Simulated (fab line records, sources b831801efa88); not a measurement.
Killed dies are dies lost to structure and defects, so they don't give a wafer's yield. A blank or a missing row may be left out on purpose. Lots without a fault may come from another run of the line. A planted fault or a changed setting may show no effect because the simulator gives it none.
fab line records | flow sky130 | part 2 of 2: steps 26 to 34 of 34
record lots=5 wafers=15 last_day=50
route steps=708 shown VIA3@581 METAL4@598 CAP2M@603
lots that met no fault: from a run of the same line without faults
start_h: hours from the record's first day to the start of the lot's first wafer shown | wait_h: hours since the lot's step before | " the same as in the row above | L1.1+2: a row that stands for several wafers | - no value, or no start given | * or withheld: withheld | < > ~ a bound
route shown NAME@n: a module of which the file shows steps, and the number in the route of the first | usual: mean/standard deviation of fault-free wafers | same: alike in all rows | chamber/n: place in a boat | sites: the reading at each site | _std_site: their standard deviation | _edge_site: outer sites' mean less inner sites' | radius_mm: how far each site lies from the wafer's centre | mask NAME#n: copy n | behind: the tool/chamber that last shaped the wafer | hold: why the lot was held/for how many hours/how that ended | device: the transistor (n, p or np) that didn't switch | end of line: the same wafers' tests at the end of the route | a step without rows: its recipe alone | killed: dies lost to structure and defects at the first sort, not the wafer's yield | map: a wafer's dies, x killed, . not, _ none there
set.NAME: the setting as run; set.NAME@STEP: as run at that earlier step | model.NAME: the simulator's own value behind a step, which no gauge read
lots at some steps of the route; a table a step, a row a wafer
services: from which hour (start_h, from the record's first day; less than 0 if before it) a tool's chamber was out of use, for how many hours, and why
## steps
# step SKY_CAP2M_RS_MEAS_03
# recipe thk_meas_gauge=four-point-probe reads=TiN_of_CAP2M_SPUTTER_02
# usual CAP2M_TIN_RS=6.91/0.09
# columns lot.wafer tool chamber start_h wait_h CAP2M_TIN_RS[ohm/sq]
L080.1 film_metro-02 - 996.13 0.1 6.97
L080.3 " - " " 7.01
L080.6 " - " " 6.98
L082.2 film_metro-04 - 997.05 0.1 6.94
L082.3 " - " " 6.94
L082.4 " - " " 6.81
L083.1 film_metro-02 - 1007.45 0.1 6.75
L083.5 " - " " 6.82
L083.6 " - " " 6.83
L085.1 film_metro-02 - 1021.16 0.1 7.03
L085.5 " - " " 6.83
L085.6 " - " " 7.05
L096.3 film_metro-03 - 1081.31 0.1 6.91
L096.5 " - " " 7.07
L096.6 " - " " 7.01
# step SKY_CAP2M_THK_MEAS_04
# recipe thk_meas_gauge=xrf reads=TiN_of_CAP2M_SPUTTER_02
# usual CAP2M_TIN_THK=201.7/2.6
# columns lot.wafer tool chamber start_h wait_h CAP2M_TIN_THK[nm]
L080.1 film_metro-02 - 996.25 0.1 199.9
L080.3 " - " " 199.6
L080.6 " - " " 199.9
L082.2 film_metro-04 - 997.16 0.1 199.1
L082.3 " - " " 200.4
L082.4 " - " " 204.5
L083.1 film_metro-02 - 1007.57 0.1 206.5
L083.5 " - " " 204.3
L083.6 " - " " 203.8
L085.1 film_metro-02 - 1021.28 0.1 200.3
L085.5 " - " " 204.6
L085.6 " - " " 199.3
L096.3 film_metro-03 - 1081.41 0.1 200.6
L096.5 " - " " 196.1
L096.6 " - " " 198.5
# step SKY_CAP2M_DEHYDRATE_05
# recipe temp_c=200 time_s=60
# usual chill_plate_temp_C=22.99/0.11
# columns lot.wafer tool chamber start_h wait_h chill_plate_temp_C
L080.1 litho_track-01 0 1007.48 11.2 22.95
L080.3 " 0 " " 23.03
L080.6 " 0 " " 23.01
L082.2 litho_track-03 0 1008.53 11.4 22.88
L082.3 " 0 " " 23.00
L082.4 " 0 " " 22.86
L083.1 litho_track-03 0 1018.01 10.4 23.13
L083.5 " 0 " " 22.98
L083.6 " 0 " " 23.09
L085.1 litho_track-03 0 1031.66 10.4 22.98
L085.5 " 0 " " 22.97
L085.6 " 0 " " 22.90
L096.3 litho_track-01 0 1090.53 9.1 23.11
L096.5 " 0 " " 23.04
L096.6 " 0 " " 23.09
# step SKY_CAP2M_HMDS_06
# recipe prime_time_s=60 prime_temp_c=120
# usual chill_plate_temp_C=23.00/0.098
# columns lot.wafer tool chamber start_h wait_h chill_plate_temp_C
L080.1 litho_track-01 0 1007.63 0.1 23.17
L080.3 " 0 " " 22.98
L080.6 " 0 " " 22.93
L082.2 litho_track-03 0 1008.68 0.1 23.06
L082.3 " 0 " " 23.10
L082.4 " 0 " " 23.15
L083.1 litho_track-03 0 1018.16 0.1 22.77
L083.5 " 0 " " 22.90
L083.6 " 0 " " 22.97
L085.1 litho_track-03 0 1031.81 0.1 23.06
L085.5 " 0 " " 23.00
L085.6 " 0 " " 23.01
L096.3 litho_track-01 0 1090.68 0.1 22.80
L096.5 " 0 " " 22.91
L096.6 " 0 " " 22.96
# step SKY_CAP2M_COAT_07
# recipe resist=NOVOLAK spin_rpm=3000 resist_thk_nm=1140
# usual chill_plate_temp_C=22.97/0.097
# columns lot.wafer tool chamber start_h wait_h chill_plate_temp_C
L080.1 litho_track-01 0 1007.78 0.1 22.94
L080.3 " 0 " " 23.09
L080.6 " 0 " " 22.97
L082.2 litho_track-03 0 1008.83 0.1 22.94
L082.3 " 0 " " 22.97
L082.4 " 0 " " 23.06
L083.1 litho_track-03 0 1018.31 0.1 22.83
L083.5 " 0 " " 22.86
L083.6 " 0 " " 22.82
L085.1 litho_track-03 0 1031.96 0.1 22.99
L085.5 " 0 " " 22.99
L085.6 " 0 " " 23.04
L096.3 litho_track-01 0 1090.83 0.1 23.02
L096.5 " 0 " " 23.00
L096.6 " 0 " " 23.04
# step SKY_CAP2M_SOFTBAKE_08
# recipe temp_c=90 time_s=62.17 resist=NOVOLAK
# usual chill_plate_temp_C=23.00/0.099 plate_sensor_t_centre_C=90.758/0.01 plate_sensor_t_edge_C=90.829/0.0099
# columns lot.wafer tool chamber start_h wait_h chill_plate_temp_C plate_sensor_t_centre_C plate_sensor_t_edge_C
L080.1 litho_track-01 0 1007.93 0.1 22.97 90.745 90.823
L080.3 " 0 " " 23.00 90.762 90.813
L080.6 " 0 " " 22.95 90.753 90.836
L082.2 litho_track-03 0 1008.98 0.1 23.09 90.772 90.818
L082.3 " 0 " " 23.25 90.753 90.831
L082.4 " 0 " " 23.11 90.751 90.830
L083.1 litho_track-03 0 1018.46 0.1 22.76 90.771 90.841
L083.5 " 0 " " 23.12 90.758 90.832
L083.6 " 0 " " 23.06 90.758 90.830
L085.1 litho_track-03 0 1032.11 0.1 23.13 90.775 90.848
L085.5 " 0 " " 23.07 90.771 90.830
L085.6 " 0 " " 23.10 90.750 90.816
L096.3 litho_track-01 0 1090.98 0.1 23.09 90.777 90.848
L096.5 " 0 " " 22.92 90.743 90.834
L096.6 " 0 " " 22.98 90.751 90.825
# step SKY_CAP2M_EXPOSE_09
# recipe mask_id=CAP2M na=0.6 source_shape=conventional sigma_outer=0.6 polarization=unpolarized target_cd_nm=1000 dose_mj=159
# usual stage_vel_mm_s=500.01/0.24
# columns lot.wafer tool chamber start_h wait_h mask stage_vel_mm_s
L080.1 iline_stepper-01 0 - - CAP2M#0 500.09
L080.3 " 0 " " CAP2M#0 500.42
L080.6 " 0 " " CAP2M#0 500.25
L082.2 iline_stepper-02 0 - - CAP2M#0 499.90
L082.3 " 0 " " CAP2M#0 500.48
L082.4 " 0 " " CAP2M#0 500.15
L083.1 iline_stepper-02 0 - - CAP2M#0 499.69
L083.5 " 0 " " CAP2M#0 500.19
L083.6 " 0 " " CAP2M#0 499.93
L085.1 iline_stepper-02 0 - - CAP2M#0 499.90
L085.5 " 0 " " CAP2M#0 499.42
L085.6 " 0 " " CAP2M#0 500.06
L096.3 iline_stepper-02 0 - - CAP2M#0 499.61
L096.5 " 0 " " CAP2M#0 500.09
L096.6 " 0 " " CAP2M#0 500.23
# step SKY_CAP2M_PEB_10
# recipe temp_c=withheld time_s=* resist=NOVOLAK
# usual chill_plate_temp_C=*
# columns lot.wafer tool chamber start_h wait_h chill_plate_temp_C
L080.1 litho_track-01 0 - - *
L080.3 " 0 " " *
L080.6 " 0 " " *
L082.2 litho_track-03 0 - - *
L082.3 " 0 " " *
L082.4 " 0 " " *
L083.1 litho_track-02 0 - - *
L083.5 " 0 " " *
L083.6 " 0 " " *
L085.1 litho_track-03 0 - - *
L085.5 " 0 " " *
L085.6 " 0 " " *
L096.3 litho_track-02 0 - - *
L096.5 " 0 " " *
L096.6 " 0 " " *
# step SKY_CAP2M_DEVELOP_11
# recipe resist=NOVOLAK developer=TMAH develop_time_s=60 dev_temp_c=23
# usual chill_plate_temp_C=23.01/0.11
# same develop_time_s=60
# columns lot.wafer tool chamber start_h wait_h chill_plate_temp_C
L080.1 litho_track-01 0 1018.43 0.1 23.16
L080.3 " 0 " " 23.15
L080.6 " 0 " " 23.19
L082.2 litho_track-03 0 1019.88 0.1 23.17
L082.3 " 0 " " 23.11
L082.4 " 0 " " 22.93
L083.1 litho_track-02 0 1029.52 0.1 22.97
L083.5 " 0 " " 22.99
L083.6 " 0 " " 22.95
L085.1 litho_track-03 0 1042.86 0.1 23.03
L085.5 " 0 " " 23.15
L085.6 " 0 " " 23.15
L096.3 litho_track-02 0 1101.37 0.1 23.18
L096.5 " 0 " " 23.02
L096.6 " 0 " " 23.03
## services
# columns tool chamber start_h hours kind
rie_diel-01 - 963.33 0.1 repair
krf_scanner-01 - 963.58 0.2 repair
pecvd-03 1 978.76 17.1 repair
rie_diel-01 - 981.07 14.6 pm
pvd_sputter-04 - 982.74 9.6 repair
krf_scanner-02 - 984.07 0.8 pm
krf_scanner-01 - 990.09 1.3 pm
krf_scanner-01 - 999.24 1.2 repair
krf_scanner-02 - 1006.91 1.0 pm
pvd_sputter-02 - 1011.14 1.2 repair
wet_bench-03 - 1011.93 5.6 repair
rie_diel-02 - 1021.38 0.2 repair
cvd_w-02 - 1027.07 2.8 pm
krf_scanner-01 - 1031.33 1.0 pm
pecvd-03 2 1038.88 2.7 repair
cvd_w-02 1 1039.32 1.8 repair
krf_scanner-01 - 1044.08 4.4 pm
krf_scanner-02 - 1044.18 0.1 repair
krf_scanner-02 - 1051.11 5.1 repair
krf_scanner-01 - 1074.95 0.7 repair
iline_stepper-02 - 1079.46 1.7 pm
cmp-01 - 1084.99 4.0 pm
krf_scanner-01 - 1091.00 0.6 repair
rie_diel-02 2 1092.41 9.3 repair
